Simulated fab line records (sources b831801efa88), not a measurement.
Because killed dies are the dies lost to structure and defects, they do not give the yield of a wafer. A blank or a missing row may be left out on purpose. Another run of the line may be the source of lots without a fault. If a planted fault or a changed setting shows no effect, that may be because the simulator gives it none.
What tool caused it? ; flow sky130 ; 12 lots with 36 wafers sampled at 6 steps, on a route of 708 steps

== WHAT EACH GAUGE READ, for each wafer ==
SKY_SONOS_ONO_CD_MEAS_13: target cd 410 nm.
lot;measured;on;cd_nm (nm)
L908;day 14 00:26;cd_sem-01;405.1 407.2 405.3
L907;day 14 02:32;cd_sem-02;409.2 409.7 408.1
L910;day 14 17:23;cd_sem-02;409.2 410.5 411.9
L911;day 14 23:46;cd_sem-02;411.4 411.2 411.8
L918;day 16 22:09;cd_sem-02;410.1 412.5 410.0
L919;day 17 19:23;cd_sem-02;410.6 408.6 409.9
L920;day 18 03:55;cd_sem-01;413.8 413.6 413.2
L921;day 18 15:07;cd_sem-01;413.2 411.0 412.8
L922;day 18 19:55;cd_sem-01;411.2 409.5 408.8
L924;day 19 10:11;cd_sem-01;411.1 412.6 412.5
L926;day 19 23:59;cd_sem-02;411.3 410.3 411.9
L927;day 20 11:26;cd_sem-02;411.9 408.8 410.0

SKY_RES_PROTECT_TW_MEAS_08.
lot;measured;on;POLY_GATE_TW
L908;day 16 15:13;film_metro-04;4058 4040 4059
L907;day 16 15:25;film_metro-02;3979 4010 3966
L910;day 17 07:16;film_metro-04;4075 4079 4095
L911;day 17 14:52;film_metro-02;3985 3985 3996
L918;day 19 19:47;film_metro-02;4016 4035 4027
L919;day 20 15:29;film_metro-02;3989 3996 3995
L920;day 20 23:11;film_metro-02;4033 4013 3998
L921;day 21 10:05;film_metro-04;4057 4061 4071
L922;day 21 13:45;film_metro-04;4049 4056 4058
L924;day 22 05:11;film_metro-04;4059 4060 4041
L926;day 22 18:20;film_metro-04;4085 4075 4082
L927;day 23 06:56;film_metro-04;4077 4075 4070

SKY_POLY_GATE_THK_MEAS_04.
lot;measured;on;POLY_GATE_CVD_03_THK (nm)
L908;day 16 17:49;film_metro-02;75.3 74.6 75.1
L907;day 16 17:47;film_metro-03;75.3 75.2 74.7
L910;day 17 09:45;film_metro-04;75.1 74.7 74.4
L911;day 17 16:20;film_metro-03;73.9 73.9 74.5
L918;day 19 21:16;film_metro-03;75.3 76.2 75.2
L919;day 20 17:41;film_metro-03;75.5 75.9 74.6
L920;day 21 00:39;film_metro-02;75.8 75.7 75.5
L921;day 21 12:14;film_metro-03;75.0 74.9 75.0
L922;day 21 15:14;film_metro-02;75.9 75.5 75.4
L924;day 22 06:39;film_metro-04;75.6 75.7 75.2
L926;day 22 19:48;film_metro-03;75.5 76.0 75.1
L927;day 23 08:25;film_metro-03;74.7 74.6 74.2

SKY_POLY_GATE_CD_MEAS_13: target cd 150 nm.
lot;measured;on;cd_nm (nm)
L908;day 17 22:26;cd_sem-01;149.7 148.0 150.2
L907;day 17 22:52;cd_sem-01;148.3 148.4 148.1
L910;day 18 15:14;cd_sem-02;151.4 150.6 150.6
L911;day 18 21:47;cd_sem-02;173.8 175.4 176.0
L918;day 21 03:54;cd_sem-02;148.8 149.0 150.3
L919;day 22 00:29;cd_sem-01;150.2 150.2 150.4
L920;day 22 07:44;cd_sem-02;149.6 150.8 150.7
L921;day 22 19:05;cd_sem-02;151.3 151.6 149.5
L922;day 22 22:07;cd_sem-02;148.6 147.9 148.1
L924;day 23 13:14;cd_sem-01;149.9 150.3 149.6
L926;day 24 01:53;cd_sem-01;149.6 149.2 150.4
L927;day 24 14:09;cd_sem-02;149.0 150.4 148.0

SKY_POLY_GATE_CD_MEAS_22.
lot;measured;on;cd_nm (nm)
L908;day 18 00:49;cd_sem-01;149.0 145.5 149.7
L907;day 18 00:45;cd_sem-02;148.9 149.3 148.6
L910;day 18 17:53;cd_sem-02;152.9 152.4 152.7
L911;day 19 00:46;cd_sem-01;172.7 174.9 173.7
L918;day 21 05:46;cd_sem-01;146.3 147.6 148.1
L919;day 22 02:20;cd_sem-01;152.4 151.3 150.1
L920;day 22 09:35;cd_sem-01;150.1 151.1 150.6
L921;day 22 20:56;cd_sem-01;150.1 151.6 150.3
L922;day 22 23:59;cd_sem-02;147.4 146.8 147.3
L924;day 23 15:05;cd_sem-02;151.0 150.3 151.3
L926;day 24 03:52;cd_sem-01;149.9 147.6 150.7
L927;day 24 16:01;cd_sem-01;149.4 149.7 146.0

== WHAT TOOL EACH LOT RAN ON (gives the tool, then ch and the chambers of the sampled wafers, and finally the start) ==
lot;SKY_POLY_GATE_EXPOSE_10
L908;krf_scanner-02 ch 0, day 17 07:49
L907;krf_scanner-01 ch 0, day 17 08:01
L910;krf_scanner-02 ch 0, day 18 00:36
L911;krf_scanner-02 ch 0, day 18 06:26
L918;krf_scanner-02 ch 0, day 20 13:03
L919;krf_scanner-01 ch 0, day 21 09:32
L920;krf_scanner-02 ch 0, day 21 17:03
L921;krf_scanner-02 ch 0, day 22 03:11
L922;krf_scanner-02 ch 0, day 22 06:28
L924;krf_scanner-02 ch 0, day 22 22:53
L926;krf_scanner-02 ch 0, day 23 10:42
L927;krf_scanner-01 ch 0, day 23 23:32
- SKY_POLY_GATE_EXPOSE_10: exposes mask P1M, target cd 150 nm.

== WHAT THE TOOLS THEMSELVES READ (means of the sampled wafers that have a number; where no wafer has one, the mark that the record gives instead) ==
The record holds no such reading with a usual standard deviation.

== THE ANSWER, worked out from the rows above alone ==
Rule: the lots themselves supply what counts as usual. Put in order of their means at a reading, lots are off if they are a third of the lots or fewer, leave a main group of 4 or more, and stand apart from it by a gap of 3 or more times the standard deviation of the main group's means; of several such gaps the widest counts. A main group is skipped when, at the precision printed for the reading in the tables above, its means are all equal. A lot without any number at a reading at which 4 lots or more have one is off too. Where the step has rows for the other lots, those lots are counted as sound. Order of review: gauges by route order, followed by the tools' own readings, for which a lot's mean as printed above is used. At the first step where some lot is off, the reading lying furthest off is the one used; lots without a number count as furthest.
Off: L911, at SKY_POLY_GATE_CD_MEAS_13 (cd_nm). For the main group the mean is 149.7 nm and the standard deviation 0.87.
If a tool, at a process step before that reading, ran all the lots that are off and no sound lot after the first of them, it fits. Not tried: the gauges at SKY_POLY_GATE_CD_MEAS_13; whatever is off there is also off at SKY_POLY_GATE_CD_MEAS_22, on other tools, and gauge error can't account for it. Not one of the candidates tried fits.

== WHAT THE SIMULATOR HAD INSERTED ==
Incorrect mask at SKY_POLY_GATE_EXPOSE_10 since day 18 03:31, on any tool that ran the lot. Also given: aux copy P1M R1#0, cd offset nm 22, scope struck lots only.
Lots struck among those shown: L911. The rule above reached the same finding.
